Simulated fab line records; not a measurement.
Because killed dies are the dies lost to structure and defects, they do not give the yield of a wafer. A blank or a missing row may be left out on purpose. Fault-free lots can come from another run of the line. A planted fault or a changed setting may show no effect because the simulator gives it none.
Chamber matching || flow sky130 || SKY_VIA4_CMP_21 on cmp-02 has 4 sister chambers
The step polishes, stops on SiO2, t overpolish 25 s, target thk 0 nm. 14 wafers are shown with their chamber, then 7 later ones without.

== WAFERS WITH THEIR CHAMBER ==
{"wafer": "L887.2", "chamber": 1, "motor-current-A (A)": 10.7, "time-to-endpoint-s (s)": 131, "overpolish-run-s (s)": 25.005}
{"wafer": "L887.5", "chamber": 2, "motor-current-A (A)": 11.0, "time-to-endpoint-s (s)": 117, "overpolish-run-s (s)": 25.001}
{"wafer": "L887.6", "chamber": 1, "motor-current-A (A)": 10.4, "time-to-endpoint-s (s)": 127, "overpolish-run-s (s)": 24.980}
{"wafer": "L895.3", "chamber": 0, "motor-current-A (A)": 12.3, "time-to-endpoint-s (s)": 124, "overpolish-run-s (s)": 25.012}
{"wafer": "L895.5", "chamber": 2, "motor-current-A (A)": 11.1, "time-to-endpoint-s (s)": 121, "overpolish-run-s (s)": 24.998}
{"wafer": "L895.6", "chamber": 1, "motor-current-A (A)": 10.1, "time-to-endpoint-s (s)": 136, "overpolish-run-s (s)": 25.011}
{"wafer": "L897.3", "chamber": 0, "motor-current-A (A)": 12.3, "time-to-endpoint-s (s)": 120, "overpolish-run-s (s)": 24.981}
{"wafer": "L897.5", "chamber": 2, "motor-current-A (A)": 11.2, "time-to-endpoint-s (s)": 122, "overpolish-run-s (s)": 25.011}
{"wafer": "L897.6", "chamber": 3, "motor-current-A (A)": 11.5, "time-to-endpoint-s (s)": 118, "overpolish-run-s (s)": 24.998}
{"wafer": "L898.2", "chamber": 1, "motor-current-A (A)": 10.7, "time-to-endpoint-s (s)": 133, "overpolish-run-s (s)": 24.984}
{"wafer": "L898.3", "chamber": 2, "motor-current-A (A)": 11.0, "time-to-endpoint-s (s)": 116, "overpolish-run-s (s)": 24.996}
{"wafer": "L898.5", "chamber": 0, "motor-current-A (A)": 12.2, "time-to-endpoint-s (s)": 122, "overpolish-run-s (s)": 24.994}
{"wafer": "L903.1", "chamber": 3, "motor-current-A (A)": 11.1, "time-to-endpoint-s (s)": 123, "overpolish-run-s (s)": 25.017}
{"wafer": "L903.3", "chamber": 0, "motor-current-A (A)": 12.6, "time-to-endpoint-s (s)": 125, "overpolish-run-s (s)": 24.990}

SIGNATURES, as means of the wafers listed above
{"reading": "motor-current-A", "chamber 0": 12.350, "chamber 1": 10.475, "chamber 2": 11.075, "chamber 3": 11.300, "scatter within a chamber": 0.211}
{"reading": "time-to-endpoint-s", "chamber 0": 122.75, "chamber 1": 131.75, "chamber 2": 119.00, "chamber 3": 120.50, "scatter within a chamber": 3.1}
{"reading": "overpolish-run-s", "chamber 0": 24.99425, "chamber 1": 24.99500, "chamber 2": 25.00150, "chamber 3": 25.00750, "scatter within a chamber": 0.0123}
Rule: for each reading, subtract the chamber's mean from the wafer's reading, divide by that reading's scatter and square the result; add these up over the readings and take the root, which gives the wafer's distance from the chamber. If the next closest chamber is less than 2 further off than the closest, the wafer can't be placed; otherwise it belongs to the closest. How the scatter is found: for the shown wafers, subtract from each reading the mean of its chamber, square and add these, divide the total by (wafers less chambers), then take the root.

== WAFERS WITHOUT THEIR CHAMBER ==
{"wafer": "L903.5", "motor-current-A (A)": 10.9, "time-to-endpoint-s (s)": 121, "overpolish-run-s (s)": 24.998}
{"wafer": "L908.2", "motor-current-A (A)": 11.2, "time-to-endpoint-s (s)": 126, "overpolish-run-s (s)": 25.005}
{"wafer": "L908.3", "motor-current-A (A)": 11.0, "time-to-endpoint-s (s)": 129, "overpolish-run-s (s)": 24.997}
{"wafer": "L908.6", "motor-current-A (A)": 11.5, "time-to-endpoint-s (s)": 125, "overpolish-run-s (s)": 24.999}
{"wafer": "L907.3", "motor-current-A (A)": 12.7, "time-to-endpoint-s (s)": 123, "overpolish-run-s (s)": 25.005}
{"wafer": "L907.5", "motor-current-A (A)": 10.4, "time-to-endpoint-s (s)": 124, "overpolish-run-s (s)": 24.996}
{"wafer": "L907.6", "motor-current-A (A)": 11.0, "time-to-endpoint-s (s)": 127, "overpolish-run-s (s)": 24.997}

== WHICH CHAMBER EACH WENT THROUGH ==
{"wafer": "L903.5", "from the rows above": "can't be placed: 2 or 3", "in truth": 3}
{"wafer": "L908.2", "from the rows above": "can't be placed: 3 or 2", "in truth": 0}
{"wafer": "L908.3", "from the rows above": "can't be placed: 1 or 3 or 2", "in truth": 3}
{"wafer": "L908.6", "from the rows above": "can't be placed: 3 or 2", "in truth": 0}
{"wafer": "L907.3", "from the rows above": 0, "in truth": 0}
{"wafer": "L907.5", "from the rows above": "can't be placed: 1 or 2 or 3", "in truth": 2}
{"wafer": "L907.6", "from the rows above": "can't be placed: 2 or 3 or 1", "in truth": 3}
Correct placement for 1 of the 7. Unplaceable from these rows: 6, with the true chamber sitting among the candidates in 4. Number placed wrongly: 0.
